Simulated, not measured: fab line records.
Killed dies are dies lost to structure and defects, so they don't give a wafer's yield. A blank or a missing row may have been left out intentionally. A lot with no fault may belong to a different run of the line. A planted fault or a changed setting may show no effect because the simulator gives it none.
fab line records    flow sky130
record lots=5  wafers=15  last_day=49
route steps=708 shown CAPM@539 METAL3@555 VIA3@573 PAD_OPEN@708
lots untouched by any fault: they come from a run of this same line in which no faults occurred
start_h: start of the lot's first displayed wafer, in hours after the record's first day    wait_h: hours since the lot's step before    " repeats the value in the row above    L1.1+2: one row covering several wafers at once    - value missing, or start not given    * or withheld: withheld    < > ~ a bound
route shown NAME@n: a module of which the file shows steps, and the number in the route of the first    usual: average and standard deviation across the fault-free wafers    same: alike in all rows    chamber/n: place in a boat    sites: the reading at each site    _std_site: their standard deviation    _edge_site: the outer-site mean with the inner-site mean subtracted    radius_mm: how far each site lies from the wafer's centre    mask NAME#n: copy n    behind: the tool/chamber that last shaped the wafer    hold: why the lot was held/for how many hours/how that ended    device: the n, p or np transistor that did not switch    end of line: the tests these same wafers got at the end of their route    where a step has no rows: the recipe by itself    killed: dies lost to structure and defects at the first sort, not the wafer's yield    map: shows each die of a wafer: x if killed, . if not, _ if none is there
set.NAME: the setting that was run; set.NAME@STEP: the one run at that earlier step    model.NAME: the simulator's own value behind a step, which no gauge read
a table for each step, a row for each wafer; lots at some steps of the route
services: the hour from which a tool's chamber was out of use, counted from the record's first day as start_h (under 0 if before that day), plus the number of hours and why
## steps
# step SKY_CAPM_SPUTTER_02
# recipe material=TiN  target_thk_nm=200  temp_c=300  power_w=6500  time_s=166.7  chamber_pressure_pa=0.4
# step SKY_CAPM_DEHYDRATE_05
# recipe temp_c=200  time_s=60
# step SKY_CAPM_HMDS_06
# recipe prime_time_s=60  prime_temp_c=120
# step SKY_CAPM_COAT_07
# recipe resist=NOVOLAK  spin_rpm=3000  resist_thk_nm=1140
# step SKY_CAPM_SOFTBAKE_08
# recipe temp_c=90  time_s=60  resist=NOVOLAK
# step SKY_CAPM_EXPOSE_09
# recipe mask_id=CAPM  na=0.6  source_shape=conventional  sigma_outer=0.6  polarization=unpolarized  target_cd_nm=1000  dose_mj=159
# step SKY_CAPM_PEB_10
# recipe temp_c=withheld  time_s=*  resist=NOVOLAK
# step SKY_CAPM_DEVELOP_11
# recipe resist=NOVOLAK  developer=TMAH  develop_time_s=60  dev_temp_c=23
# step SKY_CAPM_METAL_ETCH_13
# recipe target_depth_nm=220  stop_on=SiO2  chemistry=Cl2/BCl3  target=TiN  pressure_mtorr=10  icp_w=900  bias_w=48.5  Cl2_flow_sccm=60  bcl3_flow_sccm=30  time_s=62.9
# usual drypump_motor_current_A=5.6/0.42  oes_product_au=0.941/0.0065  throttle_valve_pct=21.902/0.0094
lot.wafer  tool          chamber  start_h  wait_h  drypump_motor_current_A  oes_product_au  rf_hours_counter_h  throttle_valve_pct
L288.1     rie_metal-01  1        942.98   0.0     5.8                      0.947           10                  21.893
L288.3     "             1        "        "       5.8                      0.936           -                   21.882
L288.6     "             1        "        "       5.8                      0.936           -                   21.893
L291.4     rie_metal-02  0        963.06   0.0     4.8                      0.954           -                   21.913
L291.5     "             0        "        "       4.8                      0.945           -                   21.895
L291.6     "             1        "        "       5.7                      0.941           -                   21.884
L293.1     rie_metal-01  1        976.23   0.0     5.8                      0.938           12                  21.912
L293.2     "             0        "        "       5.6                      0.933           7                   21.905
L293.5     "             0        "        "       5.6                      0.939           -                   21.896
L294.2     rie_metal-01  1        984.68   0.0     5.8                      0.935           12                  21.900
L294.3     "             0        "        "       5.6                      0.936           -                   21.890
L294.6     "             1        "        "       5.8                      0.943           -                   21.918
L296.3     rie_metal-01  0        996.24   0.0     5.6                      0.937           -                   21.907
L296.4     "             1        "        "       5.9                      0.936           -                   21.898
L296.5     "             1        "        "       5.8                      0.951           -                   21.902
# step SKY_CAPM_STRIP_14
# recipe chemistry=O2/N2  power_w=1400  pressure_mtorr=1500  platen_temp_c=withheld  o2_flow_sccm=3000  n2_flow_sccm=300  overash_fraction=0.5
# step SKY_CAPM_STRIP_15
# recipe chemistry=post_etch_residue_remover  time_s=1200  temp_c=72.5
# step SKY_CAPM_CLEAN_16
# recipe chemistry=IPA  time_s=180  temp_c=25
# step SKY_CAPM_CLEAN_17
# recipe chemistry=O3/DIW  dry=n2_spin
# step SKY_METAL3_DEHYDRATE_05
# recipe temp_c=200  time_s=60
# step SKY_METAL3_HMDS_06
# recipe prime_time_s=60  prime_temp_c=120
# step SKY_METAL3_COAT_07
# recipe resist=BARC  temp_c=withheld  time_s=withheld  spin_rpm=3000  resist_thk_nm=60
# step SKY_METAL3_COAT_08
# recipe resist=KrF-thick  spin_rpm=3000  resist_thk_nm=1140
# step SKY_METAL3_SOFTBAKE_09
# recipe temp_c=100  time_s=90  resist=KrF-thick
# step SKY_METAL3_EXPOSE_10
# recipe mask_id=MM3  na=0.68  source_shape=annular  sigma_inner=0.4  sigma_outer=0.8  target_cd_nm=300  dose_mj=28
# step SKY_METAL3_PEB_11
# recipe peb_temp_c=withheld  peb_time_s=withheld  resist=KrF-thick
# step SKY_METAL3_DEVELOP_12
# recipe develop_time_s=60  resist=KrF-thick  dev_temp_c=21
# step SKY_METAL3_DESCUM_15
# recipe chemistry=O2  source_power_w=150  bias_power_w=0  pressure_mtorr=10  temp_c=40  time_s=8
# step SKY_METAL3_ETCH_16
# recipe chemistry=N2/H2  target=BARC  ion_energy_ev=200  bias_w=100  pressure_mtorr=30  n2_flow_sccm=100  h2_flow_sccm=200  icp_w=500  stop_on=SiO2  time_s=88.2  target_depth_a=600
# step SKY_METAL3_ETCH_17
# recipe target=SiO2  stop_on=TiN  chemistry=C4F8/O2/Ar  source_w=1500  bias_w=1200  pressure_mtorr=40  c4f8_flow_sccm=withheld  O2_flow_sccm=6  Ar_flow_sccm=300  time_s=3.9  target_depth_a=150
# step SKY_METAL3_METAL_ETCH_18
# recipe target_depth_a=8450  stop_on=SiO2  over_etch_frac=0.3  time_s=183.1  chemistry=Cl2/BCl3  resist_sidewall_deg=88  pressure_mtorr=10  icp_w=900  bias_w=48.5  Cl2_flow_sccm=60  bcl3_flow_sccm=30
# step SKY_METAL3_STRIP_19
# recipe chemistry=O2/N2  power_w=1400  pressure_mtorr=1500  platen_temp_c=withheld  o2_flow_sccm=3000  n2_flow_sccm=300  overash_fraction=0.5
# step SKY_METAL3_STRIP_20
# recipe chemistry=post_etch_residue_remover  time_s=1200  temp_c=72.5
# step SKY_METAL3_CLEAN_21
# recipe chemistry=IPA  time_s=180  temp_c=25
# step SKY_METAL3_CLEAN_22
# recipe chemistry=O3/DIW  dry=n2_spin
# step SKY_VIA3_HDPCVD_00
# recipe material=SiO2  target_thk_nm=1635  sigma_open_frac=0.3  time_s=272.5  temp_c=400  sih4_flow_sccm=60  pressure_mtorr=6
# step SKY_VIA3_CMP_02
# recipe material=SiO2  down_force_psi=4  platen_rpm=60  pad_velocity_m_s=0.94248
# step SKY_VIA3_DEHYDRATE_04
# recipe temp_c=200  time_s=60
# step SKY_VIA3_HMDS_05
# recipe prime_time_s=60  prime_temp_c=120
# step SKY_VIA3_COAT_06
# recipe resist=BARC  temp_c=withheld  time_s=withheld  spin_rpm=3000  resist_thk_nm=60
# step SKY_PAD_OPEN_PROBE_99
# usual defect_limited_yield=82.4/1.8  killed_at_M0_to_M3=44/7.2  killed_at_M4_up=3.5/1.8  killed_at_contacts=25/5.1  killed_at_front_end=14/4.4  killed_at_other=0.4/0.58  killed_dies=87/9.1  killed_on_rim=17/3.9  killed_open=48/6.9  killed_short=38/6.3  sort_bin_3_pad_short=0.9/0.43  sort_bin_5_function=10.5/1.5  sort_bin_6_memory=6.3/1.1  sort_n_pass=405/9.1  sort_yield_pct=82.4/1.8
# same gross_dies=492  killed_at_back_side=0  sort_bin_4_leakage[%]=0  sort_bin_8_speed[%]=0
lot.wafer  tool       chamber  start_h  wait_h  defect_limited_yield[%]  killed_at_M0_to_M3  killed_at_M4_up  killed_at_contacts  killed_at_front_end  killed_at_other  killed_dies  killed_on_rim  killed_open  killed_short  sort_bin_3_pad_short[%]  sort_bin_5_function[%]  sort_bin_6_memory[%]  sort_n_pass  sort_yield_pct[%]  model.etest.tester.sort_n_pass  model.etest.tester.sort_yield_pct  model.etest.tester.sort_bin_5_pct  model.etest.tester.sort_bin_3_pct
L288.1     prober-01  -        1131.36  0.1     81.7                     50                  3                25                  11                   1                90           16             52           38            0.4                      11.2                    6.7                   402          81.7               402                             81.71                              11.18                              0.4065
L288.3     prober-01  -        1131.46  0.2     79.7                     50                  1                31                  18                   0                100          24             56           44            1.6                      12.6                    6.1                   392          79.7               392                             79.67                              12.6                               1.626
L288.6     prober-01  -        1131.61  0.2     84.3                     43                  2                24                  7                    1                77           15             48           29            0.2                      9.1                     6.3                   415          84.3               415                             84.35                              9.146                              0.2033
L291.4     prober-01  -        1147.21  0.2     80.9                     39                  2                32                  21                   0                94           14             55           39            1.8                      10.8                    6.5                   398          80.9               398                             80.89                              10.77                              1.829
L291.5     prober-01  -        1147.26  0.2     84.1                     33                  2                22                  19                   2                78           13             42           36            0.8                      8.7                     6.3                   414          84.1               414                             84.15                              8.74                               0.813
L291.6     prober-01  -        1147.31  0.2     84.3                     42                  3                19                  13                   0                77           15             40           36            0.6                      10.8                    4.3                   415          84.3               415                             84.35                              10.77                              0.6098
L293.1     prober-01  -        1157.54  0.1     72.8                     45                  3                20                  17                   49               134          31             47           37            4.5                      14.6                    8.1                   358          72.8               358                             72.76                              14.63                              4.472
L293.2     prober-01  -        1157.59  0.1     84.6                     30                  3                31                  12                   0                76           20             40           35            0.2                      9.6                     5.7                   416          84.6               416                             84.55                              9.553                              0.2033
L293.5     prober-01  -        1157.74  0.2     81.5                     35                  3                30                  23                   0                91           25             54           37            1.2                      10.4                    6.9                   401          81.5               401                             81.5                               10.37                              1.22
L294.2     prober-02  -        1161.61  0.1     76.0                     37                  2                16                  17                   46               118          23             38           34            4.9                      12.2                    6.9                   374          76.0               374                             76.02                              12.2                               4.878
L294.3     prober-02  -        1161.66  0.2     80.3                     47                  4                23                  22                   1                97           16             50           47            1.0                      12.4                    6.3                   395          80.3               395                             80.28                              12.4                               1.016
L294.6     prober-02  -        1161.81  0.2     74.2                     34                  2                26                  16                   49               127          27             47           32            3.9                      15.2                    6.7                   365          74.2               365                             74.19                              15.24                              3.862
L296.3     prober-02  -        1172.45  0.2     80.5                     44                  5                34                  13                   0                96           19             55           40            1.2                      11.0                    7.3                   396          80.5               396                             80.49                              10.98                              1.22
L296.4     prober-02  -        1172.50  0.2     71.7                     31                  10               28                  19                   51               139          31             48           40            4.5                      18.1                    5.7                   353          71.7               353                             71.75                              18.09                              4.472
L296.5     prober-02  -        1172.55  0.2     72.6                     37                  5                27                  13                   53               135          33             44           38            4.3                      16.3                    6.9                   357          72.6               357                             72.56                              16.26                              4.268
# killed by level:class
L288.1 VIA3:geometric_particle:open=10 VIA1:geometric_particle:open=9 LI_CONTACT:geometric_particle:open=8 CONTACT:geometric_particle:open=8 VIA1:geometric_particle:short=7 VIA2:geometric_particle:open=6 METAL1:geometric_particle:short=6 FIELD_ISO:geometric_particle:open=4
L288.3 VIA1:geometric_particle:open=14 CONTACT:geometric_particle:open=10 VIA3:geometric_particle:open=9 VIA2:geometric_particle:open=6 LI_CONTACT:geometric_particle:open=6 LOCAL_INTERCONNECT:geometric_particle:short=6 METAL2:geometric_particle:short=6 FIELD_ISO:geometric_particle:short=5
L288.6 VIA1:geometric_particle:open=13 CONTACT:geometric_particle:open=12 LI_CONTACT:geometric_particle:open=6 METAL1:geometric_particle:short=6 VIA2:geometric_particle:open=5 VIA3:geometric_particle:short=5 VIA3:geometric_particle:open=5 METAL3:geometric_particle:short=4
L291.4 CONTACT:geometric_particle:open=13 VIA1:geometric_particle:open=11 LI_CONTACT:geometric_particle:open=9 METAL1:geometric_particle:short=9 FIELD_ISO:geometric_particle:short=8 POLY_GATE:geometric_particle:open=6 CONTACT:geometric_particle:short=6 VIA2:geometric_particle:open=5
L291.5 LI_CONTACT:geometric_particle:open=8 METAL2:geometric_particle:short=7 VIA2:geometric_particle:open=7 FIELD_ISO:geometric_particle:open=6 CONTACT:geometric_particle:open=6 POLY_GATE:geometric_particle:short=5 CONTACT:geometric_particle:short=5 METAL1:geometric_particle:short=5
L291.6 VIA1:geometric_particle:open=9 LI_CONTACT:geometric_particle:open=8 METAL1:geometric_particle:short=8 METAL2:geometric_particle:short=8 VIA2:geometric_particle:open=7 FIELD_ISO:geometric_particle:open=3 POLY_GATE:geometric_particle:open=3 POLY_GATE:geometric_particle:short=3
L293.1 CAPM:unspecified=49 VIA1:geometric_particle:open=13 CONTACT:geometric_particle:open=6 FIELD_ISO:geometric_particle:open=5 LI_CONTACT:geometric_particle:open=5 LOCAL_INTERCONNECT:geometric_particle:short=5 VIA2:geometric_particle:open=5 METAL3:geometric_particle:short=5
L293.2 LOCAL_INTERCONNECT:geometric_particle:short=8 LI_CONTACT:geometric_particle:open=7 CONTACT:geometric_particle:open=7 CONTACT:geometric_particle:short=6 VIA1:geometric_particle:open=5 VIA2:geometric_particle:open=5 VIA3:geometric_particle:short=4 VIA3:geometric_particle:open=4
L293.5 VIA1:geometric_particle:open=12 CONTACT:geometric_particle:open=10 LI_CONTACT:geometric_particle:open=9 FIELD_ISO:geometric_particle:short=8 CONTACT:geometric_particle:short=7 VIA3:geometric_particle:open=7 FIELD_ISO:geometric_particle:open=5 METAL2:geometric_particle:short=4
L294.2 CAPM:unspecified=45 LI_CONTACT:geometric_particle:open=7 VIA2:geometric_particle:open=7 CONTACT:geometric_particle:open=6 METAL2:geometric_particle:short=5 VIA2:geometric_particle:short=5 FIELD_ISO:geometric_particle:short=4 VIA1:geometric_particle:open=4
L294.3 FIELD_ISO:geometric_particle:short=9 LI_CONTACT:geometric_particle:open=9 METAL2:geometric_particle:short=9 VIA2:geometric_particle:open=8 VIA1:geometric_particle:open=8 CONTACT:geometric_particle:open=8 VIA3:geometric_particle:open=7 METAL3:geometric_particle:short=4
L294.6 CAPM:unspecified=48 CONTACT:geometric_particle:open=10 FIELD_ISO:geometric_particle:open=7 VIA1:geometric_particle:open=7 VIA2:geometric_particle:open=7 VIA2:geometric_particle:short=6 LI_CONTACT:geometric_particle:open=5 LI_CONTACT:geometric_particle:short=4
L296.3 CONTACT:geometric_particle:open=16 METAL1:geometric_particle:short=9 LI_CONTACT:geometric_particle:open=8 VIA1:geometric_particle:open=7 VIA2:geometric_particle:open=7 POLY_GATE:geometric_particle:open=6 METAL2:geometric_particle:short=6 VIA3:geometric_particle:open=5
L296.4 CAPM:unspecified=51 CONTACT:geometric_particle:open=11 LI_CONTACT:geometric_particle:open=7 FIELD_ISO:geometric_particle:open=6 METAL4:geometric_particle:short=6 POLY_GATE:geometric_particle:open=5 VIA1:geometric_particle:open=5 VIA1:geometric_particle:short=5
L296.5 CAPM:unspecified=53 CONTACT:geometric_particle:open=10 VIA3:geometric_particle:open=7 METAL1:geometric_particle:short=5 CONTACT:geometric_particle:short=5 VIA1:geometric_particle:open=5 VIA2:geometric_particle:open=5 LI_CONTACT:geometric_particle:open=4
# map L293.1 (x killed, . not)
__________...x...x.._________
________.............._______
______...x......x...xx.x_____
_____...xx..x........x...____
____.x....x.....xx......xx___
___x...x...x....x.x........__
__.......x.....x......x....._
_.x.........x.x....x.........
_...x......x..........x...x.x
_x......xxx.................x
_......xx.......x...x.....x..
_xx..x.............x...x.x..x
_......x.x.x....x..xx..xx..x.
_........x..xxx....x.x...x...
_...x.....x.......xxx..x.....
__................xxxxxxx..._
___....x.....x...xxxxxxxxx.__
____....x...x....xxxxxxxxx___
_____x......x.x..xxxxxxxx____
______xx........xxxxxxxx_____
________...x.x..xxxxxx_______
__________x.....x..x_________
# map L294.6 (x killed, . not)
__________x........x_________
________...x...x...x.._______
______x.............x..x_____
_____.x.x....x....x......____
____...xx..xx..........xx.___
___.....x..x..............x__
__...x......x....x.........._
_.............xxx......x.....
_...x..........xx....x.......
_...x.........x.x..........xx
_.x....x...x...x............x
_....x.xx....x......x.......x
_...x..x.....x.....x...xx....
_.x.......................x..
_.....xx...........x..x.x.x..
__.xx.............xxxxxxxxx._
___...xx...x....x.xxxxxxxxx__
____..x.......x...xxxxxxxx___
_____......x...xxxxxxxxxx____
______...xx...x.xxxxxxxx_____
________....xxx..x.xxx_______
__________.......x.x_________
## services
tool          chamber  start_h  hours  kind
rie_metal-02  1        985.47   3.7    repair
rie_metal-02  1        989.14   -      clean
rie_metal-02  1        989.14   25.7   scheduled_down
rie_metal-02  1        989.14   25.7   vent_cycle
## key
first_sign step=SKY_PAD_OPEN_PROBE_99  reading=killed_at_other  direction=up  sigmas=49  usual=0.4  struck=49.6
effect step=SKY_PAD_OPEN_PROBE_99  reading=sort_bin_3_pad_short  direction=up  sigmas=8.3  usual=0.9  struck=4.4
model_effect step=SKY_PAD_OPEN_PROBE_99  value=etest.tester.sort_n_pass  without=404.4  struck=361.4
met_at SKY_CAPM_METAL_ETCH_13
struck_wafers L293.1,L294.2,L294.6,L296.4,L296.5
onset_between 942.98 976.23
fault kind=chamber_particle_source  tool=rie_metal-01  chamber=1  onset_h=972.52  steps=SKY_CAPM_METAL_ETCH_13  rate_per_visit_cm2=1.7914  end_h=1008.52
